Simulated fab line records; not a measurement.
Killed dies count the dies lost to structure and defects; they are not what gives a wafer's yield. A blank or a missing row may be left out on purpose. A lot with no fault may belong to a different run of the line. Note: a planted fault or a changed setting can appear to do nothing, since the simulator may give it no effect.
Struck lot and sound lot, side by side + flow gf180mcu + 16 out of 602 route steps
Sound: wafers L932.1, L932.4, L932.5. Wafers L940.3, L940.4, L940.5 were the ones struck. At the end, the cause is stated.
At each step with rows: each side's tool, then ch and its chambers, then its first start. Under that, the readings that differ: sound wafers + struck wafers + difference of the means + sigmas: that difference in standard deviations of wafers without a fault.
alike: words and numbers the same on both sides, and readings whose means are apart by under 2 such deviations; not compared: readings that were withheld, readings missing a value for some wafer, numbers with overlapping values and no deviation given by the record, and bounds like >300 which may hide the same value.
The two part at a step that has a row with sigmas, a row that says differs or no value, or rows on one side only. Numbers that have no deviation but don't overlap get no sigmas and don't part them. A reading that every wafer of one side lacks parts them only if that side has two wafers or more.

GF_STI_BOW_MEAS_00:
  sound: film_metro-01 at day 2 11:00; struck: film_metro-02 at day 4 03:02
  alike: INCOMING_BOW
then, 1 step without rows for these wafers: GF_STI_OXIDATION_01 (stabilise 600 s, purge 300 s, target thk 10 nm).
GF_STI_THK_MEAS_02:
  sound: film_metro-02 at day 2 13:10; struck: film_metro-02 at day 4 04:32
  alike: STI_OXIDATION_THK
then, 1 step without rows for these wafers: GF_STI_CVD_03 (deposits Si3N4 from DCS/NH3, target thk 207.16 nm, time 3551 s).
GF_STI_THK_MEAS_04:
  sound: film_metro-02 at day 2 15:13; struck: film_metro-02 at day 4 06:35
  alike: STI_CVD_03_THK
then, 5 steps without rows for these wafers: GF_STI_DEHYDRATE_05 (time 60 s); GF_STI_HMDS_06 (prime time 60 s); GF_STI_COAT_07 (resist thk 700 nm); GF_STI_SOFTBAKE_08 (time 60 s); GF_STI_EXPOSE_09 (exposes mask COMP, target cd 220 nm).
GF_STI_PEB_10: peb time 90 s.
  sound on litho_track-04 ch 0, day 3 03:49; struck on litho_track-03 ch 0, day 4 20:11
| reading                  | sound                | struck               | difference | sigmas      |
|--------------------------|----------------------|----------------------|------------|-------------|
| heater_power_total_W (W) | 85.58 85.70 85.64    | 76.48 76.31 76.40    | -9.24      | -99 or more |
| plate_temp_C (C)         | 135.21 135.18 135.12 | 123.66 123.50 123.76 | -11.53     | -72         |
  alike: exhaust_pa
then, 1 step without rows for these wafers: GF_STI_DEVELOP_11 (develop time 60 s).
GF_STI_CD_MEAS_12: the cd target is 220 nm.
  sound: cd_sem-02 at day 3 04:10; struck: cd_sem-02 at day 4 20:30
| reading    | sound             | struck            | difference | sigmas |
|------------|-------------------|-------------------|------------|--------|
| cd_nm (nm) | 218.6 219.1 218.6 | 276.6 275.1 275.1 | +56.8      | +44    |
GF_STI_ETCH_13: etches the open film in CHF3/O2, stops on Si, target depth 282.31 nm, time 112.9 s.
  sound on rie_diel-01 ch 0,1,2, day 3 04:17; struck on rie_diel-03 ch 2,3, day 4 20:37
| reading              | sound             | struck            | difference | sigmas |
|----------------------|-------------------|-------------------|------------|--------|
| model.STI.cd_nm (nm) | 219.3 219.3 217.7 | 276.4 274.7 274.9 | +56.6      |        |
  alike: drypump_motor_current_A, oes_product_au, throttle_valve_pct
  not compared: rf_hours_counter_h
GF_STI_ETCH_14: etches Si in HBr/Cl2/O2, target depth 360 nm, time 102.9 s.
  sound on rie_si-01 ch 0,2,3, day 3 04:22; struck on rie_si-01 ch 0,2,3, day 4 20:42
| reading              | sound           | struck            | difference | sigmas |
|----------------------|-----------------|-------------------|------------|--------|
| model.STI.cd_nm (nm) | 218.9 214.3 215 | 274.7 271.8 274.6 | +57.6      |        |
  alike: drypump_motor_current_A, oes_product_au, throttle_valve_pct
  not compared: rf_hours_counter_h
GF_STI_STRIP_15: strips in O2/N2.
  sound on plasma_asher-03 ch 0,1, day 3 04:26; struck on plasma_asher-04 ch 0,1, day 4 20:49
  alike: drypump_motor_current_A, heater_power_w, oes_product_au, strip_time_to_endpoint_s
  not compared: rf_hours_counter_h

== WHERE THEY PART ==
First at GF_STI_PEB_10; last, within this record, at GF_STI_CD_MEAS_12. Later steps at which nothing parts them and some readings are alike: GF_STI_ETCH_13, GF_STI_ETCH_14, GF_STI_STRIP_15.

WHY: what had been put in by the simulator
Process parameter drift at GF_STI_PEB_10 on litho_track-03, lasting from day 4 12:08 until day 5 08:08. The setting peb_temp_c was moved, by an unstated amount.
